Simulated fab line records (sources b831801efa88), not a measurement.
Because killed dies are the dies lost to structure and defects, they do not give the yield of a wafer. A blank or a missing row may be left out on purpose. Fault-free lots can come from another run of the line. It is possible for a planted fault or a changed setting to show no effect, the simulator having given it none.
fab line records	flow sky130
record: lots: 6	wafers: 18	last_day: 50
route steps=708 shown PWDE@52 NWELL@56 PAD_OPEN@708
lots that met no fault: from a run of the same line without faults
start_h: the number of hours between the record's first day and the start of the first shown wafer of the lot	wait_h: time in hours since the lot's previous step	" as in the row above	L1.1+2: a row that stands for several wafers	- no value, or no start was given	* or withheld: withheld	< > ~ a bound
route shown NAME@n: NAME is a module with steps in the file, n the number in the route of the first one	usual: average and standard deviation across the fault-free wafers	same: alike in all rows	chamber/n: place in a boat	sites: each site's reading	_std_site: the values' standard deviation	_edge_site: inner sites' mean taken away from outer sites' mean	radius_mm: for every site, how far away it sits from the centre of the wafer	mask NAME#n: copy n	behind: tool/chamber where the wafer was last shaped	hold: why the lot went on hold/how many hours it stayed there/how the hold came to an end	device: transistor that didn't switch, given as n, p or np	end of line: at the end of the route, the tests of the same wafers	step lacking rows: just its recipe	killed: at the first sort, the dies lost to defects and structure; wafer yield is something else	map: a wafer's dies, marking killed ones x, the rest . and places with no die _
set.NAME: setting as actually run; set.NAME@STEP: the setting as run at that earlier step	model.NAME: the simulator's own value behind a step, which no gauge read
lots seen at some steps along the route; tables by step, rows by wafer
services: when a tool's chamber went out of use (start_h, in hours from the record's first day, below 0 if earlier), for how many hours, and the reason
== steps ==
step: SKY_PWDE_OVL_MEAS_07
usual: PWDE_OVL: 0.1/1.6
lot.wafer	tool	chamber	start_h	wait_h	PWDE_OVL[nm]
L918.1	overlay-02	-	81.64	-	-0.3
L918.2	"	-	"	"	-0.9
L918.3	"	-	"	"	-1.9
L923.1	overlay-01	-	112.84	-	-0.2
L923.2	"	-	"	"	-2.3
L923.4	"	-	"	"	-0.1
L926.3	overlay-01	-	129.67	-	1.0
L926.4	"	-	"	"	-1.1
L926.5	"	-	"	"	0.4
L927.1	overlay-01	-	135.69	-	0.0
L927.3	"	-	"	"	0.7
L927.6	"	-	"	"	-0.2
L935.1	overlay-01	-	183.67	-	-1.9
L935.4	"	-	"	"	-1.9
L935.6	"	-	"	"	-3.6
L936.1	overlay-02	-	185.68	-	1.7
L936.3	"	-	"	"	1.5
L936.4	"	-	"	"	3.3
step: SKY_PWDE_IMPLANT_08
recipe: species: B	energy_kev: 150	dose_cm2: 3.6e+12	tilt_deg: withheld
step: SKY_PWDE_STRIP_09
recipe: chemistry: O2/N2	power_w: 1400	pressure_mtorr: 1500	platen_temp_c: withheld	o2_flow_sccm: 3000	n2_flow_sccm: 300	overash_fraction: 0.5
usual: drypump_motor_current_A: 5.8/0.34	oes_product_au: 0.723/0.0047	strip_time_to_endpoint_s: 36.43/0.097
lot.wafer	tool	chamber	start_h	wait_h	drypump_motor_current_A	oes_product_au	rf_hours_counter_h	strip_time_to_endpoint_s
L918.1	plasma_asher-01	1	81.82	0.1	6.3	0.721	29	36.44
L918.2	"	0	"	"	5.4	0.716	29	36.37
L918.3	"	1	"	"	6.2	0.725	-	36.36
L923.1	plasma_asher-01	1	113.17	0.2	6.3	0.725	32	36.40
L923.2	"	0	"	"	5.4	0.722	32	36.36
L923.4	"	1	"	"	6.2	0.716	-	36.35
L926.3	plasma_asher-01	0	129.87	0.1	5.5	0.718	-	36.27
L926.4	"	1	"	"	6.2	0.721	-	36.30
L926.5	"	0	"	"	5.4	0.728	-	36.29
L927.1	plasma_asher-04	0	135.87	0.1	5.7	0.728	44	36.45
L927.3	"	0	"	"	5.6	0.735	-	36.50
L927.6	"	1	"	"	6.1	0.718	-	36.49
L935.1	plasma_asher-01	0	183.85	0.1	5.4	0.727	40	36.68
L935.4	"	1	"	"	6.2	0.720	-	36.76
L935.6	"	1	"	"	6.2	0.721	-	36.55
L936.1	plasma_asher-03	1	185.87	0.1	5.3	0.733	4	36.45
L936.3	"	1	"	"	5.3	0.726	-	36.30
L936.4	"	0	"	"	5.9	0.716	-	36.37
step: SKY_PWDE_TW_MEAS_10
usual: PWDE_TW: 372.7/1.6
lot.wafer	tool	chamber	start_h	wait_h	PWDE_TW
L918.1	film_metro-03	-	81.92	0.1	372.7
L918.2	"	-	"	"	371.4
L918.3	"	-	"	"	370.0
L923.1	film_metro-02	-	113.27	0.1	372.4
L923.2	"	-	"	"	371.4
L923.4	"	-	"	"	371.5
L926.3	film_metro-04	-	129.96	0.1	373.8
L926.4	"	-	"	"	372.2
L926.5	"	-	"	"	373.8
L927.1	film_metro-02	-	135.97	0.1	373.3
L927.3	"	-	"	"	373.1
L927.6	"	-	"	"	371.3
L935.1	film_metro-04	-	183.95	0.1	373.9
L935.4	"	-	"	"	373.9
L935.6	"	-	"	"	377.2
L936.1	film_metro-03	-	185.97	0.1	372.8
L936.3	"	-	"	"	373.9
L936.4	"	-	"	"	375.2
step: SKY_NWELL_DEHYDRATE_03
recipe: temp_c: 200	time_s: 60
step: SKY_NWELL_HMDS_04
recipe: prime_time_s: 60	prime_temp_c: 120
step: SKY_NWELL_COAT_05
recipe: spin_rpm: 2000	resist_thk_nm: 3000
step: SKY_NWELL_SOFTBAKE_06
recipe: temp_c: 110	time_s: withheld
step: SKY_NWELL_EXPOSE_07
recipe: mask_id: NWM	na: 0.6	source_shape: conventional	sigma_outer: 0.6	polarization: unpolarized	target_cd_nm: 840	dose_mj: 255
step: SKY_NWELL_PEB_08
recipe: temp_c: 115	time_s: withheld
step: SKY_NWELL_DEVELOP_09
recipe: wall_angle_deg: 90	developer: TMAH	develop_time_s: 60	dev_temp_c: 23
step: SKY_NWELL_OVL_MEAS_10
usual: NWELL_00_OVL: 0.0/1.4
lot.wafer	tool	chamber	start_h	wait_h	NWELL_00_OVL[nm]
L918.1	overlay-01	-	98.82	-	-0.2
L918.2	"	-	"	"	2.8
L918.3	"	-	"	"	0.8
L923.1	overlay-01	-	131.74	-	0.8
L923.2	"	-	"	"	0.4
L923.4	"	-	"	"	0.5
L926.3	overlay-01	-	149.85	-	-1.2
L926.4	"	-	"	"	-1.0
L926.5	"	-	"	"	-0.2
L927.1	overlay-02	-	155.50	-	-0.9
L927.3	"	-	"	"	-1.3
L927.6	"	-	"	"	-0.9
L935.1	overlay-01	-	205.08	-	-1.9
L935.4	"	-	"	"	-0.7
L935.6	"	-	"	"	-1.8
L936.1	overlay-01	-	207.53	-	-0.3
L936.3	"	-	"	"	-2.6
L936.4	"	-	"	"	-0.8
step: SKY_NWELL_IMPLANT_11
recipe: species: P	energy_kev: 400	dose_cm2: 1.9e+13	tilt_deg: withheld
usual: beam_energy_keV: 400.01/0.1
same: implant_ion_amu: 31
lot.wafer	tool	chamber	start_h	wait_h	beam_energy_keV	model.implant.rp_nm	model.implant.drp_nm
L918.1	implanter-03	0	98.86	0.0	400.01	486.2	116.9
L918.2	"	0	"	"	400.19	486.2	116.9
L918.3	"	0	"	"	400.06	486.2	116.9
L923.1	implanter-02	0	131.77	0.0	399.99	509.6	116.9
L923.2	"	0	"	"	400.03	509.6	116.9
L923.4	"	0	"	"	400.04	509.6	116.9
L926.3	implanter-03	0	149.92	0.1	359.90	442	110.3
L926.4	"	0	"	"	359.89	442	110.3
L926.5	"	0	"	"	360.03	442	110.3
L927.1	implanter-03	0	155.54	0.0	359.91	442.4	110.3
L927.3	"	0	"	"	360.15	442.4	110.3
L927.6	"	0	"	"	359.87	442.4	110.3
L935.1	implanter-02	0	205.12	0.0	399.95	485.8	116.9
L935.4	"	0	"	"	400.10	485.8	116.9
L935.6	"	0	"	"	399.99	485.8	116.9
L936.1	implanter-02	0	207.57	0.0	400.15	504.7	116.9
L936.3	"	0	"	"	399.91	504.7	116.9
L936.4	"	0	"	"	400.00	504.7	116.9
step: SKY_NWELL_IMPLANT_12
recipe: species: P	energy_kev: 120	dose_cm2: 1.3e+12	tilt_deg: withheld
step: SKY_NWELL_IMPLANT_13
recipe: species: P	energy_kev: 50	dose_cm2: 7e+11	tilt_deg: withheld
step: SKY_NWELL_STRIP_14
recipe: chemistry: O2/N2	power_w: 1400	pressure_mtorr: 1500	platen_temp_c: withheld	o2_flow_sccm: 3000	n2_flow_sccm: 300	overash_fraction: 0.5
usual: drypump_motor_current_A: 5.8/0.34	oes_product_au: 0.723/0.0045	strip_time_to_endpoint_s: 36.94/0.081
lot.wafer	tool	chamber	start_h	wait_h	drypump_motor_current_A	oes_product_au	rf_hours_counter_h	strip_time_to_endpoint_s
L918.1	plasma_asher-01	0	99.31	0.1	5.4	0.720	30	37.03
L918.2	"	1	"	"	6.2	0.725	30	36.92
L918.3	"	1	"	"	6.2	0.722	-	36.98
L923.1	plasma_asher-04	0	132.22	0.1	5.7	0.720	44	36.91
L923.2	"	1	"	"	6.1	0.723	44	36.77
L923.4	"	0	"	"	5.7	0.717	-	36.95
L926.3	plasma_asher-01	0	150.35	0.1	5.4	0.721	-	36.79
L926.4	"	1	"	"	6.3	0.733	-	36.83
L926.5	"	0	"	"	5.4	0.718	-	36.89
L927.1	plasma_asher-04	1	155.99	0.1	6.1	0.721	47	36.95
L927.3	"	1	"	"	6.1	0.726	-	37.04
L927.6	"	0	"	"	5.7	0.725	-	37.00
L935.1	plasma_asher-02	0	205.57	0.1	5.3	0.720	51	36.98
L935.4	"	1	"	"	5.4	0.726	-	36.97
L935.6	"	0	"	"	5.3	0.728	-	36.93
L936.1	plasma_asher-04	1	208.02	0.1	6.1	0.727	52	36.76
L936.3	"	0	"	"	5.7	0.728	-	36.85
L936.4	"	1	"	"	6.1	0.714	-	36.80
step: SKY_NWELL_TW_MEAS_15
usual: NWELL_TW: 1814/7.4
lot.wafer	tool	chamber	start_h	wait_h	NWELL_TW
L918.1	film_metro-03	-	99.41	0.1	1810
L918.2	"	-	"	"	1806
L918.3	"	-	"	"	1809
L923.1	film_metro-04	-	132.32	0.1	1807
L923.2	"	-	"	"	1813
L923.4	"	-	"	"	1808
L926.3	film_metro-04	-	150.44	0.1	1796
L926.4	"	-	"	"	1790
L926.5	"	-	"	"	1797
L927.1	film_metro-04	-	156.09	0.1	1793
L927.3	"	-	"	"	1793
L927.6	"	-	"	"	1792
L935.1	film_metro-04	-	205.67	0.1	1813
L935.4	"	-	"	"	1821
L935.6	"	-	"	"	1815
L936.1	film_metro-03	-	208.12	0.1	1802
L936.3	"	-	"	"	1806
L936.4	"	-	"	"	1810
step: SKY_NWELL_DEHYDRATE_16
recipe: temp_c: 200	time_s: 60
step: SKY_NWELL_HMDS_17
recipe: prime_time_s: 60	prime_temp_c: 120
step: SKY_NWELL_COAT_18
recipe: spin_rpm: 2000	resist_thk_nm: 3000
step: SKY_NWELL_SOFTBAKE_19
recipe: temp_c: 110	time_s: withheld
step: SKY_NWELL_EXPOSE_20
recipe: mask_id: NWM_COMPLEMENT	na: 0.6	source_shape: conventional	sigma_outer: 0.6	polarization: unpolarized	target_cd_nm: 840	dose_mj: 260
step: SKY_NWELL_PEB_21
recipe: temp_c: 115	time_s: withheld
step: SKY_NWELL_DEVELOP_22
recipe: wall_angle_deg: 90	developer: TMAH	develop_time_s: 60	dev_temp_c: 23
step: SKY_NWELL_OVL_MEAS_23
usual: NWELL_01_OVL: -0.3/1.5
lot.wafer	tool	chamber	start_h	wait_h	NWELL_01_OVL[nm]
L918.1	overlay-01	-	117.69	-	0.1
L918.2	"	-	"	"	1.0
L918.3	"	-	"	"	1.1
L923.1	overlay-01	-	151.57	-	2.6
L923.2	"	-	"	"	2.4
L923.4	"	-	"	"	1.3
L926.3	overlay-02	-	169.80	-	-1.3
L926.4	"	-	"	"	-1.8
L926.5	"	-	"	"	-0.6
L927.1	overlay-02	-	176.03	-	3.5
L927.3	"	-	"	"	2.8
L927.6	"	-	"	"	1.2
L935.1	overlay-02	-	228.42	-	0.5
L935.4	"	-	"	"	1.0
L935.6	"	-	"	"	-0.8
L936.1	overlay-02	-	230.58	-	1.9
L936.3	"	-	"	"	1.0
L936.4	"	-	"	"	0.8
step: SKY_NWELL_IMPLANT_24
recipe: species: B	energy_kev: 140	dose_cm2: 9.258e+12	tilt_deg: withheld
step: SKY_NWELL_STRIP_25
recipe: chemistry: O2/N2	power_w: 1400	pressure_mtorr: 1500	platen_temp_c: withheld	o2_flow_sccm: 3000	n2_flow_sccm: 300	overash_fraction: 0.5
usual: drypump_motor_current_A: 5.8/0.36	oes_product_au: 0.723/0.0048	strip_time_to_endpoint_s: 36.94/0.086
lot.wafer	tool	chamber	start_h	wait_h	drypump_motor_current_A	oes_product_au	rf_hours_counter_h	strip_time_to_endpoint_s
L918.1	plasma_asher-02	1	117.87	0.1	5.4	0.727	43	37.02
L918.2	"	0	"	"	5.3	0.722	43	37.01
L918.3	"	1	"	"	5.4	0.726	-	37.12
L923.1	plasma_asher-04	1	151.76	0.1	6.1	0.711	46	37.08
L923.2	"	0	"	"	5.7	0.723	46	37.07
L923.4	"	1	"	"	6.2	0.723	-	36.95
L926.3	plasma_asher-04	1	170.00	0.1	6.1	0.717	-	37.01
L926.4	"	0	"	"	5.7	0.719	-	37.07
L926.5	"	1	"	"	6.1	0.719	-	37.00
L927.1	plasma_asher-04	0	176.22	0.1	5.7	0.717	49	36.98
L927.3	"	1	"	"	6.1	0.720	-	36.91
L927.6	"	1	"	"	6.1	0.724	-	36.94
L935.1	plasma_asher-02	1	228.61	0.1	5.4	0.716	54	36.92
L935.4	"	1	"	"	5.4	0.723	-	36.99
L935.6	"	1	"	"	5.4	0.720	-	36.89
L936.1	plasma_asher-04	1	230.77	0.1	6.1	0.728	54	36.83
L936.3	"	1	"	"	6.2	0.721	-	36.85
L936.4	"	0	"	"	5.6	0.712	-	36.91
step: SKY_NWELL_TW_MEAS_26
usual: NWELL_2_TW: 495.3/2
lot.wafer	tool	chamber	start_h	wait_h	NWELL_2_TW
L918.1	film_metro-03	-	117.97	0.1	494.5
L918.2	"	-	"	"	495.9
L918.3	"	-	"	"	495.5
L923.1	film_metro-04	-	151.86	0.1	493.9
L923.2	"	-	"	"	492.3
L923.4	"	-	"	"	491.6
L926.3	film_metro-03	-	170.09	0.1	499.9
L926.4	"	-	"	"	498.5
L926.5	"	-	"	"	497.9
L927.1	film_metro-02	-	176.32	0.1	498.2
L927.3	"	-	"	"	494.7
L927.6	"	-	"	"	498.3
L935.1	film_metro-02	-	228.71	0.1	494.9
L935.4	"	-	"	"	494.6
L935.6	"	-	"	"	495.4
L936.1	film_metro-03	-	230.87	0.1	493.9
L936.3	"	-	"	"	494.7
L936.4	"	-	"	"	495.4
step: SKY_NWELL_CLEAN_27
recipe: chemistry: SC1/SC2	mix: 1:4:20	temp_c: 70	time_s: 150	dry: n2_spin
step: SKY_NWELL_RTA_28
recipe: temp_c: 1050	time_s: 30	idle_temp_c: 650	ramp_up_c_per_s: 150	ramp_down_c_per_s: 90	ambient: N2
usual: lamp_power_pct: 25.31/0.06	wafer_temp_C_max: 1054.8/0.97
same: time_s: 30
lot.wafer	tool	chamber	start_h	wait_h	lamp_power_pct	wafer_temp_C_max
L918.1	rtp_anneal-02	0	118.09	0.0	25.42	1055.5
L918.2	"	0	"	"	25.27	1054.4
L918.3	"	0	"	"	25.37	1054.1
L923.1	rtp_anneal-01	0	151.97	0.0	25.26	1053.3
L923.2	"	0	"	"	25.45	1055.0
L923.4	"	0	"	"	25.27	1055.5
L926.3	rtp_anneal-02	0	170.23	0.0	25.23	1054.9
L926.4	"	0	"	"	25.31	1054.5
L926.5	"	0	"	"	25.29	1054.4
L927.1	rtp_anneal-01	0	176.44	0.0	25.27	1054.6
L927.3	"	0	"	"	25.35	1055.6
L927.6	"	0	"	"	25.39	1055.2
L935.1	rtp_anneal-01	0	228.82	0.0	25.25	1055.8
L935.4	"	0	"	"	25.31	1054.7
L935.6	"	0	"	"	25.38	1057.0
L936.1	rtp_anneal-01	0	230.98	0.0	25.36	1054.3
L936.3	"	0	"	"	25.33	1054.0
L936.4	"	0	"	"	25.29	1055.6
step: SKY_NWELL_RS_MEAS_29
recipe: thk_meas_gauge: four-point-probe
usual: NWELL_RS: 624.6/1.7
lot.wafer	tool	chamber	start_h	wait_h	hold	NWELL_RS[ohm/sq]
L918.1	film_metro-02	-	118.19	0.1	-	625.9
L918.2	"	-	"	"	-	624.9
L918.3	"	-	"	"	-	625.1
L923.1	film_metro-02	-	152.08	0.1	-	624.1
L923.2	"	-	"	"	-	623.6
L923.4	"	-	"	"	-	624.6
L926.3	film_metro-03	-	170.34	0.1	await_dispo/0.2h/release	642.8
L926.4	"	-	"	"	await_dispo/0.2h/release	645.7
L926.5	"	-	"	"	await_dispo/0.2h/release	644.6
L926.3	film_metro-03	-	170.70	0.3	-	644.3
L926.4	"	-	"	"	-	643.7
L926.5	"	-	"	"	-	644.5
L927.1	film_metro-03	-	176.54	0.1	await_dispo/0.2h/release	643.3
L927.3	"	-	"	"	await_dispo/0.2h/release	640.6
L927.6	"	-	"	"	await_dispo/0.2h/release	640.3
L927.1	film_metro-03	-	176.90	0.3	-	643.5
L927.3	"	-	"	"	-	641.8
L927.6	"	-	"	"	-	640.7
L935.1	film_metro-04	-	228.92	0.1	-	625.7
L935.4	"	-	"	"	-	626.4
L935.6	"	-	"	"	-	625.0
L936.1	film_metro-02	-	231.08	0.1	-	628.0
L936.3	"	-	"	"	-	626.9
L936.4	"	-	"	"	-	626.8
step: SKY_PAD_OPEN_PROBE_99
usual: killed_at_M0_to_M3: 43/6.3	killed_at_M4_up: 3.1/1.9	killed_at_contacts: 24/5.1	killed_at_front_end: 14/4.3	killed_at_other: 0.3/0.53	killed_dies: 85/8.8	killed_open: 46/7.1	killed_short: 38/5.9
same: gross_dies: 492	killed_at_back_side: 0
lot.wafer	tool	chamber	start_h	wait_h	killed_at_M0_to_M3	killed_at_M4_up	killed_at_contacts	killed_at_front_end	killed_at_other	killed_dies	killed_open	killed_short	model.etest.pfet_16v.r_on_ohm_um	model.etest.res_nwell.line_ohm_um	model.etest.res_nwell.rs_ohm_sq	model.etest.pfet_g5v0d10v5.r_on_ohm_um	model.etest.tip_p_5v.rs_ohm_sq	model.etest.res_nwell.width_nm	model.etest.res_iso_pwell.width_nm	model.etest.pfet_g5v0d10v5.drive_ua_um
L918.1	prober-02	-	1087.55	0.1	50	2	29	23	1	105	63	41	1.49e+04	1185	988.4	4743	2854	833.6	2652	338.6
L918.2	prober-02	-	1087.60	0.1	56	1	25	12	0	94	47	47	1.492e+04	1172	979	4755	2872	836.3	2651	340.1
L918.3	prober-02	-	1087.65	0.2	39	4	27	21	1	92	50	41	1.518e+04	1183	994.7	4800	2855	833.5	2654	333.4
L923.1	prober-01	-	1124.78	0.1	30	1	28	13	0	72	40	32	1.487e+04	1097	903.4	4701	2830	830.4	2654	346.9
L923.2	prober-01	-	1124.83	0.1	43	5	38	18	0	104	61	43	1.483e+04	1081	902.6	4750	2789	831.6	2665	342.6
L923.4	prober-01	-	1124.93	0.2	46	5	16	18	0	85	44	41	1.446e+04	1041	864.6	4694	2805	819.6	2662	345.1
L926.3	prober-02	-	1143.43	0.2	43	2	12	22	1	80	41	39	1.584e+04	1589	1286	4827	2962	813.5	2676	325.1
L926.4	prober-02	-	1143.48	0.2	38	7	18	14	0	77	46	31	1.587e+04	1588	1272	4809	2976	811.3	2667	330.8
L926.5	prober-02	-	1143.53	0.2	40	8	20	17	1	86	46	39	1.584e+04	1584	1276	4731	2987	811.2	2661	336.9
L927.1	prober-01	-	1145.45	0.1	38	4	27	13	0	82	51	31	1.545e+04	1530	1236	4804	2980	816.4	2676	330.9
L927.3	prober-01	-	1145.55	0.2	46	2	23	10	0	81	40	41	1.565e+04	1570	1275	4781	2974	814.4	2661	337.6
L927.6	prober-01	-	1145.70	0.2	54	3	29	9	0	95	50	45	1.538e+04	1499	1220	4826	2978	814.9	2674	331.1
L935.1	prober-01	-	1186.40	0.1	36	5	26	19	0	86	47	39	1.482e+04	1172	969.3	4805	2900	820.4	2664	337.4
L935.4	prober-01	-	1186.55	0.2	33	1	35	17	0	86	53	32	1.505e+04	1199	1004	4767	2885	826.5	2644	337.2
L935.6	prober-01	-	1186.65	0.2	33	2	20	16	0	71	38	33	1.536e+04	1242	1033	4830	2879	830	2643	334.9
L936.1	prober-02	-	1187.90	0.1	41	4	31	13	0	89	40	49	1.495e+04	1100	932.9	4632	2848	836.9	2630	353.7
L936.3	prober-02	-	1188.00	0.2	52	2	30	10	0	94	47	46	1.406e+04	1057	884.7	4671	2835	828.7	2658	352.3
L936.4	prober-02	-	1188.05	0.2	50	3	21	14	1	89	54	34	1.464e+04	1097	921.7	4616	2832	836.2	2652	353.3
killed by level:class
L918.1 VIA3:geometric_particle:open=12 LI_CONTACT:geometric_particle:open=9 VIA2:geometric_particle:open=9 CONTACT:geometric_particle:open=8 METAL2:geometric_particle:short=8 POLY_GATE:geometric_particle:short=7 POLY_GATE:geometric_particle:open=7 LOCAL_INTERCONNECT:geometric_particle:short=5
L918.2 VIA3:geometric_particle:open=11 VIA1:geometric_particle:open=11 METAL2:geometric_particle:short=10 CONTACT:geometric_particle:short=8 CONTACT:geometric_particle:open=8 VIA1:geometric_particle:short=5 FIELD_ISO:geometric_particle:short=4 LI_CONTACT:geometric_particle:open=4
L918.3 VIA1:geometric_particle:open=9 FIELD_ISO:geometric_particle:short=8 LI_CONTACT:geometric_particle:open=8 CONTACT:geometric_particle:open=8 VIA2:geometric_particle:open=6 VIA3:geometric_particle:open=6 CONTACT:geometric_particle:short=5 POLY_GATE:geometric_particle:short=4
L923.1 LI_CONTACT:geometric_particle:open=9 CONTACT:geometric_particle:open=8 LOCAL_INTERCONNECT:geometric_particle:short=7 VIA1:geometric_particle:open=6 METAL2:geometric_particle:short=4 FIELD_ISO:geometric_particle:open=4 VIA3:geometric_particle:short=4 VIA3:geometric_particle:open=4
L923.2 CONTACT:geometric_particle:open=15 LI_CONTACT:geometric_particle:open=11 VIA2:geometric_particle:open=10 VIA1:geometric_particle:open=9 POLY_GATE:geometric_particle:open=6 VIA2:geometric_particle:short=6 FIELD_ISO:geometric_particle:short=5 CONTACT:geometric_particle:short=5
L923.4 VIA1:geometric_particle:open=15 VIA3:geometric_particle:open=6 VIA1:geometric_particle:short=6 POLY_GATE:geometric_particle:short=5 POLY_GATE:geometric_particle:open=5 CONTACT:geometric_particle:open=5 METAL2:geometric_particle:short=5 FIELD_ISO:geometric_particle:open=4
L926.3 VIA2:geometric_particle:open=8 CONTACT:geometric_particle:open=7 METAL1:geometric_particle:short=7 METAL2:geometric_particle:short=7 FIELD_ISO:geometric_particle:open=6 POLY_GATE:geometric_particle:short=6 VIA1:geometric_particle:open=6 FIELD_ISO:geometric_particle:short=4
L926.4 VIA2:geometric_particle:open=11 VIA1:geometric_particle:open=10 CONTACT:geometric_particle:open=8 METAL4:geometric_particle:short=5 VIA3:geometric_particle:open=5 METAL1:geometric_particle:short=4 METAL2:geometric_particle:short=4 POLY_GATE:geometric_particle:short=3
L926.5 VIA1:geometric_particle:open=13 METAL1:geometric_particle:short=7 VIA2:geometric_particle:open=7 METAL4:geometric_particle:short=7 LI_CONTACT:geometric_particle:open=6 CONTACT:geometric_particle:open=5 VIA1:geometric_particle:short=5 FIELD_ISO:geometric_particle:short=4
L927.1 CONTACT:geometric_particle:open=11 VIA2:geometric_particle:open=9 VIA1:geometric_particle:open=8 LI_CONTACT:geometric_particle:open=5 CONTACT:geometric_particle:short=5 POLY_GATE:geometric_particle:short=4 LOCAL_INTERCONNECT:geometric_particle:open=4 METAL1:geometric_particle:short=4
L927.3 VIA1:geometric_particle:open=13 VIA1:geometric_particle:short=8 LI_CONTACT:geometric_particle:open=6 LOCAL_INTERCONNECT:geometric_particle:short=6 CONTACT:geometric_particle:short=5 METAL1:geometric_particle:short=5 VIA2:geometric_particle:open=5 CONTACT:geometric_particle:open=4
L927.6 VIA1:geometric_particle:open=12 LI_CONTACT:geometric_particle:open=10 CONTACT:geometric_particle:open=10 METAL2:geometric_particle:short=8 METAL1:geometric_particle:short=7 VIA1:geometric_particle:short=6 VIA2:geometric_particle:open=6 CONTACT:geometric_particle:short=5
L935.1 CONTACT:geometric_particle:open=10 VIA1:geometric_particle:open=9 FIELD_ISO:geometric_particle:short=6 FIELD_ISO:geometric_particle:open=6 CONTACT:geometric_particle:short=6 VIA3:geometric_particle:open=6 METAL1:geometric_particle:short=5 METAL2:geometric_particle:short=5
L935.4 CONTACT:geometric_particle:open=12 CONTACT:geometric_particle:short=8 VIA1:geometric_particle:open=8 POLY_GATE:geometric_particle:open=7 FIELD_ISO:geometric_particle:open=6 LI_CONTACT:geometric_particle:short=5 VIA3:geometric_particle:open=5 LI_CONTACT:geometric_particle:open=4
L935.6 CONTACT:geometric_particle:open=6 VIA1:geometric_particle:open=6 VIA3:geometric_particle:open=5 FIELD_ISO:geometric_particle:open=4 POLY_GATE:geometric_particle:open=4 POLY_GATE:geometric_particle:short=4 LI_CONTACT:geometric_particle:open=4 LI_CONTACT:geometric_particle:short=4
L936.1 CONTACT:geometric_particle:open=12 METAL1:geometric_particle:short=9 CONTACT:geometric_particle:short=7 LI_CONTACT:geometric_particle:open=6 VIA3:geometric_particle:short=5 POLY_GATE:geometric_particle:short=4 LOCAL_INTERCONNECT:geometric_particle:short=4 VIA1:geometric_particle:short=4
L936.3 CONTACT:geometric_particle:open=10 METAL1:geometric_particle:short=10 VIA1:geometric_particle:open=10 LI_CONTACT:geometric_particle:open=7 METAL2:geometric_particle:short=6 VIA3:geometric_particle:open=6 LI_CONTACT:geometric_particle:short=5 LOCAL_INTERCONNECT:geometric_particle:short=5
L936.4 CONTACT:geometric_particle:open=9 METAL2:geometric_particle:short=9 VIA2:geometric_particle:open=8 VIA3:geometric_particle:open=8 LI_CONTACT:geometric_particle:open=7 VIA1:geometric_particle:open=7 FIELD_ISO:geometric_particle:open=6 VIA2:geometric_particle:short=5
== services ==
tool	chamber	start_h	hours	kind
plasma_asher-03	-	108.75	9.0	pm
plasma_asher-03	0	108.75	9.0	vent_cycle
plasma_asher-03	1	108.75	9.0	vent_cycle
plasma_asher-01	-	115.77	0.7	repair
plasma_asher-03	0	117.75	-	clean
plasma_asher-03	1	117.75	-	clean
plasma_asher-02	-	126.79	0.8	repair
plasma_asher-03	-	126.83	28.1	pm
plasma_asher-02	-	155.53	4.3	repair
implanter-02	-	164.35	4.3	repair
implanter-03	-	167.57	2.7	pm
implanter-03	-	206.38	21.5	pm
== key ==
first_sign: step: SKY_NWELL_IMPLANT_11	reading: beam_energy_keV	direction: down	sigmas: 99+	usual: *	struck: *
effect: step: SKY_NWELL_TW_MEAS_15	reading: NWELL_TW	direction: down	sigmas: 2.8	usual: 1814	struck: 1793
effect: step: SKY_NWELL_RS_MEAS_29	reading: visit	direction: added
effect: step: SKY_NWELL_RS_MEAS_29	reading: NWELL_RS	direction: up	sigmas: 11	usual: 624.6	struck: 642.9
model_effect: step: SKY_NWELL_IMPLANT_11	value: implant.rp_nm	without: 486.3	struck: 442.2
model_effect: step: SKY_PAD_OPEN_PROBE_99	value: etest.pfet_16v.r_on_ohm_um	without: 1.506e+04	struck: 1.567e+04
met_at SKY_NWELL_IMPLANT_11
struck_wafers L926.3,L926.4,L926.5,L927.1,L927.3,L927.6
tester_left_out L926,L927
onset_between 98.86 149.92
fault: kind: process_parameter_drift	tool: implanter-03	chamber: -	onset_h: 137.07	steps: SKY_NWELL_IMPLANT_11	channel: energy_kev	offset: *	shape: step	end_h: 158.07	acts_in: *	stated: *
tester_left_out: of these lots the tester's yield and bins aren't shown, on N5 and GAA mostly nor the transistor test; their killed dies are dies lost to structure and defects alone, not to doping, threshold or leakage, so they don't give the yield
